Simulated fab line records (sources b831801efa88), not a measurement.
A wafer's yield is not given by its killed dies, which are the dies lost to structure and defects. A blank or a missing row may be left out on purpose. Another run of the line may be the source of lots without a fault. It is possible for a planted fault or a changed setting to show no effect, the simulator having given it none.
fab line records	flow sky130
record lots=5	wafers=15	lastDay=50
route steps=708 shown POLY_CUT@317 SD_P@320 RES_XHIGH@332 SD_N@342 PAD_OPEN@708
lots that met no fault: taken from a fault-free run of the same line
startH: the number of hours between the record's first day and the start of the first shown wafer of the lot	waitH: time in hours since the lot's previous step	" the same as in the row above	L1.1+2: a single row standing in for several wafers	- no value present, or no start provided	* or withheld: withheld	< > ~ a bound
route shown NAME@n: names a module that has steps shown in the file, with the first one's number in the route	usual: average and standard deviation across the fault-free wafers	same: alike in all rows	chamber/n: place in a boat	sites: per-site readings	_std_site: the standard deviation of these	_edge_site: mean of outer sites minus mean of inner sites	radiusMm: for every site, how far away it sits from the centre of the wafer	mask NAME#n: copy n	behind: tool/chamber where the wafer was last shaped	hold: what put the lot on hold/how long, in hours/how the hold closed	device: which transistor (n, p or np) failed to switch	end of line: at the end of the route, the tests of the same wafers	a step with no rows: only its recipe	killed: the dies lost at the first sort to structure and to defects; this is not the yield of the wafer	map: a wafer's dies, x killed, . not, _ none there
set.NAME: setting as actually run; set.NAME@STEP: the setting as run at that earlier step	model.NAME: the simulator's own value behind a step, which no gauge read
lots at some steps of the route; a table a step, a row a wafer
services: a tool's chamber out of use, with start hour (startH, from the record's first day; less than 0 if before it), hours out, and reason
## steps
# step SKY_POLY_CUT_ETCH_10
# recipe chemistry=N2/H2	target=BARC	ionEnergyEv=200	sourceW=500	biasW=100	pressureMtorr=30	n2FlowSccm=100	h2FlowSccm=200	stopOn=SiO2	timeS=45.9	targetDepthA=600
# step SKY_POLY_CUT_ETCH_11
# recipe target=Si3N4	chemistry=CF4/CH2F2/Ar	stopOn=poly-Si	sourceW=600	biasW=150	pressureMtorr=40	cf4FlowSccm=40	ch2f2FlowSccm=20	Ar_flow_sccm=150	timeS=42.5	targetDepthA=600
# step SKY_POLY_CUT_STRIP_12
# recipe chemistry=O2/N2	powerW=1400	pressureMtorr=1500	platenTempC=withheld	o2FlowSccm=3000	n2FlowSccm=300	overashFraction=0.5
# step SKY_SD_P_DEHYDRATE_00
# recipe tempC=200	timeS=60
# step SKY_SD_P_HMDS_01
# recipe primeTimeS=60	primeTempC=120
# step SKY_SD_P_COAT_02
# recipe resist=NOVOLAK	spinRpm=3000	resistThkNm=1140
# step SKY_SD_P_SOFTBAKE_03
# recipe tempC=90	timeS=60	resist=NOVOLAK
# step SKY_SD_P_EXPOSE_04
# recipe maskId=PSDM	na=0.6	sourceShape=conventional	sigmaOuter=0.6	polarization=unpolarized	targetCdNm=380	doseMj=138
# step SKY_SD_P_PEB_05
# recipe tempC=withheld	timeS=*	resist=NOVOLAK
# step SKY_SD_P_DEVELOP_06
# recipe resist=NOVOLAK	developer=TMAH	developTimeS=60	devTempC=23
# step SKY_SD_P_IMPLANT_09
# recipe species=BF2	energyKev=20	doseCm2=3e+15	tiltDeg=0
# same implantIonAmu=49
lot.wafer	tool	chamber	startH	waitH
L795.2+4+6	implanter-03	0	645.16	0.0
L797.1+2+5	implanter-01	0	661.28	0.0
L797.1+2+5	implanter-01	0	661.59	0.3
L802.2+4+5	implanter-01	0	697.05	0.0
L802.2+4+5	implanter-01	0	697.37	0.3
L803.2+3+4	implanter-04	0	704.71	0.0
L803.2+3+4	implanter-04	0	705.03	0.3
L812.2+3+5	implanter-01	0	770.50	0.0
# step SKY_SD_P_STRIP_10
# recipe chemistry=O2/N2	powerW=1400	pressureMtorr=1500	platenTempC=withheld	o2FlowSccm=3000	n2FlowSccm=300	overashFraction=0.5
# usual drypumpMotorCurrentA=5.7/0.56	o2FlowSccm=3000/8.8	oesProductAu=0.617/0.0048	stripTimeToEndpointS=17.50/0.039
lot.wafer	tool	chamber	startH	waitH	drypumpMotorCurrentA	o2FlowSccm	oesProductAu	rfHoursCounterH	stripTimeToEndpointS
L795.2	plasmaAsher-04	0	645.28	0.1	5.0	2988	0.619	82	17.52
L795.4	"	0	"	"	5.0	3006	0.619	-	17.49
L795.6	"	0	"	"	5.0	2995	0.622	-	17.52
L797.1	plasmaAsher-02	0	661.74	0.1	5.6	3004	0.587	100	18.94
L797.2	"	1	"	"	5.4	3003	0.587	100	18.91
L797.5	"	1	"	"	5.4	3004	0.594	-	18.89
L802.2	plasmaAsher-04	1	697.49	0.1	5.3	2988	0.592	87	18.93
L802.4	"	0	"	"	5.0	3008	0.592	-	18.95
L802.5	"	1	"	"	5.3	3008	0.582	-	18.96
L803.2	plasmaAsher-04	1	705.15	0.1	5.3	3006	0.586	88	18.96
L803.3	"	0	"	"	5.0	2997	0.590	-	18.97
L803.4	"	1	"	"	5.3	3008	0.588	-	18.99
L812.2	plasmaAsher-01	0	770.63	0.1	6.6	2994	0.619	35	17.51
L812.3	"	0	"	"	6.6	2993	0.615	-	17.48
L812.5	"	0	"	"	6.6	3007	0.617	-	17.44
# step SKY_SD_P_TW_MEAS_11
# usual SD_P_TW=2827/27
lot.wafer	tool	chamber	startH	waitH	SD_P_TW
L795.2	filmMetro-03	-	645.39	0.1	2839
L795.4	"	-	"	"	2854
L795.6	"	-	"	"	2845
L797.1	filmMetro-04	-	661.84	0.1	3112
L797.2	"	-	"	"	3098
L797.5	"	-	"	"	3094
L802.2	filmMetro-03	-	697.60	0.1	3133
L802.4	"	-	"	"	3119
L802.5	"	-	"	"	3127
L803.2	filmMetro-03	-	705.26	0.1	3140
L803.3	"	-	"	"	3132
L803.4	"	-	"	"	3151
L812.2	filmMetro-03	-	770.74	0.1	2835
L812.3	"	-	"	"	2827
L812.5	"	-	"	"	2842
# step SKY_RES_XHIGH_DEHYDRATE_00
# recipe tempC=200	timeS=60
# step SKY_RES_XHIGH_HMDS_01
# recipe primeTimeS=60	primeTempC=120
# step SKY_RES_XHIGH_COAT_02
# recipe resist=NOVOLAK	spinRpm=3000	resistThkNm=1140
# step SKY_RES_XHIGH_SOFTBAKE_03
# recipe tempC=90	timeS=60	resist=NOVOLAK
# step SKY_RES_XHIGH_EXPOSE_04
# recipe maskId=URPM	na=0.6	sourceShape=conventional	sigmaOuter=0.6	polarization=unpolarized	targetCdNm=1270	doseMj=140
# step SKY_RES_XHIGH_PEB_05
# recipe tempC=withheld	timeS=*	resist=NOVOLAK
# step SKY_RES_XHIGH_DEVELOP_06
# recipe resist=NOVOLAK	developer=TMAH	developTimeS=60	devTempC=23
# step SKY_RES_XHIGH_IMPLANT_07
# recipe species=BF2	energyKev=20	doseCm2=3.6e+14	tiltDeg=0
# step SKY_RES_XHIGH_STRIP_08
# recipe chemistry=O2/N2	powerW=1400	pressureMtorr=1500	platenTempC=withheld	o2FlowSccm=3000	n2FlowSccm=300	overashFraction=0.5
# step SKY_SD_N_DEHYDRATE_00
# recipe tempC=200	timeS=60
# step SKY_SD_N_HMDS_01
# recipe primeTimeS=60	primeTempC=120
# step SKY_SD_N_COAT_02
# recipe resist=NOVOLAK	spinRpm=3000	resistThkNm=1140
# step SKY_SD_N_SOFTBAKE_03
# recipe tempC=90	timeS=60	resist=NOVOLAK
# step SKY_SD_N_EXPOSE_04
# recipe maskId=NSDM	na=0.6	sourceShape=conventional	sigmaOuter=0.6	polarization=unpolarized	targetCdNm=380	doseMj=141
# step SKY_SD_N_PEB_05
# recipe tempC=withheld	timeS=*	resist=NOVOLAK
# step SKY_SD_N_DEVELOP_06
# recipe resist=NOVOLAK	developer=TMAH	developTimeS=60	devTempC=23
# step SKY_SD_N_IMPLANT_09
# recipe species=As	energyKev=50	doseCm2=4e+15	tiltDeg=0
# step SKY_SD_N_IMPLANT_10
# recipe species=P	energyKev=20	doseCm2=1e+14	tiltDeg=0
# step SKY_SD_N_STRIP_11
# recipe chemistry=O2/N2	powerW=1400	pressureMtorr=1500	platenTempC=withheld	o2FlowSccm=3000	n2FlowSccm=300	overashFraction=0.5
# step SKY_SD_N_CLEAN_13
# recipe chemistry=SC1/SC2	mix=1:4:20	tempC=70	timeS=150	dry=n2Spin
# step SKY_SD_N_RTA_14
# recipe tempC=1075	timeS=2	idleTempC=650	rampUpCPerS=150	rampDownCPerS=90	ambient=N2
# step SKY_SD_N_RS_MEAS_17
# recipe thkMeasGauge=four-point-probe
# usual SD_P_RS=147.2/0.31
lot.wafer	tool	chamber	startH	waitH	SD_P_RS[ohm/sq]
L795.2	filmMetro-03	-	701.13	0.1	146.7
L795.4	"	-	"	"	147.1
L795.6	"	-	"	"	146.7
L797.1	filmMetro-03	-	718.78	0.1	138.0
L797.2	"	-	"	"	138.1
L797.5	"	-	"	"	137.3
L802.2	filmMetro-01	-	753.25	0.1	138.4
L802.4	"	-	"	"	138.2
L802.5	"	-	"	"	138.4
L803.2	filmMetro-03	-	760.44	0.1	138.4
L803.3	"	-	"	"	138.4
L803.4	"	-	"	"	138.6
L812.2	filmMetro-03	-	824.29	0.1	147.1
L812.3	"	-	"	"	146.7
L812.5	"	-	"	"	146.9
# step SKY_PAD_OPEN_PROBE_99
# usual killed_at_M0_to_M3=42/7.3	killed_at_M4_up=3.2/1.8	killedAtContacts=25/5.2	killedAtFrontEnd=15/4.6	killedAtOther=0.3/0.62	killedDies=85/9.9	killedOpen=46/7.1	killedShort=38/5.7
# same grossDies=492	killedAtBackSide=0
lot.wafer	tool	chamber	startH	waitH	killed_at_M0_to_M3	killed_at_M4_up	killedAtContacts	killedAtFrontEnd	killedAtOther	killedDies	killedOpen	killedShort	model.etest.resPdiff.lineOhmUm	model.etest.resHighPo.lineOhmUm	model.etest.liconHighPo.rcOhm	model.etest.pfetG5v0d10v5.rOnOhmUm	model.etest.liconPdiff.rcOhm	model.etest.resHighPo.rsOhmSq	model.etest.resPdiffHv.rsOhmSq	model.etest.resPdiff.rsOhmSq
L795.2	prober-02	-	1115.94	0.1	44	0	22	11	1	78	43	35	1358	743.4	341	4741	591.5	260.4	190.3	198.8
L795.4	prober-02	-	1116.04	0.2	35	5	31	13	0	84	38	46	1388	758.3	350.1	4799	570	264.8	190.6	198.1
L795.6	prober-02	-	1116.14	0.2	40	0	34	23	0	97	51	46	1391	769	345.7	4822	573.6	267.6	191	198.5
L797.1	prober-02	-	1129.08	0.1	28	1	21	24	1	75	38	37	1188	525.4	196.3	4662	472.8	182.2	159.2	167.2
L797.2	prober-02	-	1129.13	0.1	38	2	20	19	0	79	40	39	1157	516.5	190.1	4670	459	184.5	159.7	166
L797.5	prober-02	-	1129.28	0.2	43	3	14	11	0	71	41	30	1155	509.9	190.7	4635	477.9	178.9	159.7	164.8
L802.2	prober-01	-	1151.76	0.1	43	2	24	13	0	82	52	30	1164	530.4	199.9	4756	465.9	183.7	159.3	165.4
L802.4	prober-01	-	1151.86	0.2	54	5	19	14	2	94	50	44	1177	539.8	202.2	4817	469.6	187.7	159.5	166.3
L802.5	prober-01	-	1151.91	0.2	47	3	13	16	0	79	42	37	1181	525.9	200.9	4690	468.9	185.8	159.8	166.6
L803.2	prober-02	-	1154.97	0.1	33	0	25	16	0	74	39	35	1177	526.7	196.5	4642	471.1	182.9	158.6	165.4
L803.3	prober-02	-	1155.02	0.2	34	7	30	13	0	84	52	32	1160	524.6	192.2	4736	455.8	181.9	157.5	165.2
L803.4	prober-02	-	1155.07	0.2	31	2	25	9	0	67	26	41	1172	533.6	200.3	4679	477.1	183.3	157.9	165.3
L812.2	prober-01	-	1197.10	0.1	49	2	23	15	0	89	59	30	1357	747.5	365.6	4662	609.9	264.1	192.6	201.8
L812.3	prober-01	-	1197.15	0.2	38	5	17	15	0	75	37	38	1379	750.9	344.5	4626	595.1	261.8	193.3	199.4
L812.5	prober-01	-	1197.25	0.2	42	3	29	14	0	88	51	37	1381	728	347.4	4697	577.9	255.4	193.1	201
# killed by level:class
L795.2 VIA1:geometricParticle:open=12 CONTACT:geometricParticle:short=8 VIA2:geometricParticle:open=7 CONTACT:geometricParticle:open=5 LI_CONTACT:geometricParticle:open=4 METAL2:geometricParticle:short=4 METAL3:geometricParticle:short=4 FIELD_ISO:geometricParticle:open=3
L795.4 CONTACT:geometricParticle:open=13 VIA1:geometricParticle:short=9 VIA1:geometricParticle:open=7 CONTACT:geometricParticle:short=6 LOCAL_INTERCONNECT:geometricParticle:short=5 VIA2:geometricParticle:open=5 FIELD_ISO:geometricParticle:short=4 LI_CONTACT:geometricParticle:short=4
L795.6 LI_CONTACT:geometricParticle:open=12 CONTACT:geometricParticle:open=9 METAL1:geometricParticle:short=9 FIELD_ISO:geometricParticle:short=8 VIA1:geometricParticle:open=8 VIA2:geometricParticle:open=6 LOCAL_INTERCONNECT:geometricParticle:short=5 CONTACT:geometricParticle:short=5
L797.1 FIELD_ISO:geometricParticle:open=7 CONTACT:geometricParticle:open=6 VIA1:geometricParticle:open=6 FIELD_ISO:geometricParticle:short=4 POLY_GATE:geometricParticle:short=4 METAL1:geometricParticle:open=4 LI_CONTACT:geometricParticle:open=4 METAL1:geometricParticle:short=4
L797.2 FIELD_ISO:geometricParticle:open=9 CONTACT:geometricParticle:open=7 METAL1:geometricParticle:short=7 VIA3:geometricParticle:open=6 LI_CONTACT:geometricParticle:open=5 FIELD_ISO:geometricParticle:short=5 CONTACT:geometricParticle:short=5 VIA1:geometricParticle:open=5
L797.5 VIA1:geometricParticle:open=10 VIA3:geometricParticle:open=7 CONTACT:geometricParticle:open=6 METAL1:geometricParticle:short=6 VIA1:geometricParticle:short=6 VIA2:geometricParticle:open=6 POLY_GATE:geometricParticle:open=4 VIA3:geometricParticle:short=3
L802.2 VIA1:geometricParticle:open=10 VIA3:geometricParticle:open=9 LI_CONTACT:geometricParticle:open=8 CONTACT:geometricParticle:open=7 FIELD_ISO:geometricParticle:open=5 VIA2:geometricParticle:short=5 POLY_GATE:geometricParticle:short=4 METAL3:geometricParticle:short=4
L802.4 METAL1:geometricParticle:short=10 VIA1:geometricParticle:open=10 VIA2:geometricParticle:open=9 CONTACT:geometricParticle:open=6 FIELD_ISO:geometricParticle:open=5 LI_CONTACT:geometricParticle:open=5 METAL2:geometricParticle:short=5 VIA3:geometricParticle:open=5
L802.5 VIA2:geometricParticle:open=10 VIA1:geometricParticle:open=8 FIELD_ISO:geometricParticle:short=7 CONTACT:geometricParticle:open=5 METAL2:geometricParticle:short=5 METAL3:geometricParticle:short=5 METAL1:geometricParticle:short=4 VIA3:geometricParticle:open=4
L803.2 VIA1:geometricParticle:open=11 CONTACT:geometricParticle:open=7 LI_CONTACT:geometricParticle:short=6 FIELD_ISO:geometricParticle:short=5 POLY_GATE:geometricParticle:open=5 CONTACT:geometricParticle:short=5 METAL2:geometricParticle:short=5 POLY_GATE:geometricParticle:short=4
L803.3 VIA1:geometricParticle:open=14 CONTACT:geometricParticle:open=11 LI_CONTACT:geometricParticle:open=7 METAL4:geometricParticle:short=6 LOCAL_INTERCONNECT:geometricParticle:short=5 METAL2:geometricParticle:short=5 FIELD_ISO:geometricParticle:short=4 LOCAL_INTERCONNECT:geometricParticle:open=4
L803.4 CONTACT:geometricParticle:open=8 METAL2:geometricParticle:short=7 CONTACT:geometricParticle:short=6 VIA2:geometricParticle:short=6 VIA3:geometricParticle:open=5 LI_CONTACT:geometricParticle:open=5 FIELD_ISO:geometricParticle:short=4 VIA3:geometricParticle:short=4
L812.2 VIA1:geometricParticle:open=15 CONTACT:geometricParticle:open=9 VIA2:geometricParticle:open=9 LI_CONTACT:geometricParticle:open=8 VIA1:geometricParticle:short=5 POLY_GATE:geometricParticle:open=4 POLY_GATE:geometricParticle:short=4 CONTACT:geometricParticle:short=4
L812.3 CONTACT:geometricParticle:open=6 VIA1:geometricParticle:open=6 VIA3:geometricParticle:open=6 VIA2:geometricParticle:open=5 METAL1:geometricParticle:short=5 VIA1:geometricParticle:short=5 FIELD_ISO:geometricParticle:open=4 SPACER:geometricParticle:short=4
L812.5 CONTACT:geometricParticle:open=14 VIA1:geometricParticle:open=9 VIA2:geometricParticle:open=7 VIA3:geometricParticle:open=6 FIELD_ISO:geometricParticle:short=5 VIA2:geometricParticle:short=5 LI_CONTACT:geometricParticle:short=4 LI_CONTACT:geometricParticle:open=4
## services
tool	chamber	startH	hours	kind
plasmaAsher-01	-	624.41	1.1	repair
implanter-04	-	624.51	4.2	pm
plasmaAsher-04	-	627.18	4.0	pm
implanter-04	-	631.79	1.1	repair
implanter-03	-	669.31	3.7	repair
plasmaAsher-01	-	688.25	2.1	repair
implanter-01	-	716.67	2.7	repair
plasmaAsher-02	-	733.75	9.0	pm
plasmaAsher-02	0	733.75	9.0	ventCycle
plasmaAsher-02	1	733.75	9.0	ventCycle
plasmaAsher-02	0	742.75	-	clean
plasmaAsher-02	1	742.75	-	clean
implanter-03	-	759.97	3.5	pm
## key
firstSign step=SKY_SD_P_IMPLANT_09	reading=visit	direction=added
effect step=SKY_SD_P_STRIP_10	reading=stripTimeToEndpointS	direction=up	sigmas=37	usual=*	struck=*
effect step=SKY_SD_P_TW_MEAS_11	reading=SD_P_TW	direction=up	sigmas=11	usual=2827	struck=3123
effect step=SKY_SD_N_RS_MEAS_17	reading=SD_P_RS	direction=down	sigmas=29	usual=147.2	struck=138.2
modelEffect step=SKY_PAD_OPEN_PROBE_99	value=etest.resPdiff.lineOhmUm	without=1402	struck=1170
metAt SKY_SD_P_IMPLANT_09
struckWafers L797.1,L797.2,L797.5,L802.2,L802.4,L802.5,L803.2,L803.3,L803.4
testerLeftOut L797,L802,L803
fault kind=repeatedStepWhole	tool=implanter-01,implanter-03,implanter-04	chamber=-	onsetH=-	steps=SKY_SD_P_IMPLANT_09	times=1	scope=struckLotsOnly
# testerLeftOut: of these lots the tester's yield and bins aren't shown, on N5 and GAA mostly nor the transistor test; their killed dies are dies lost to structure and defects alone, not to doping, threshold or leakage, so they don't give the yield
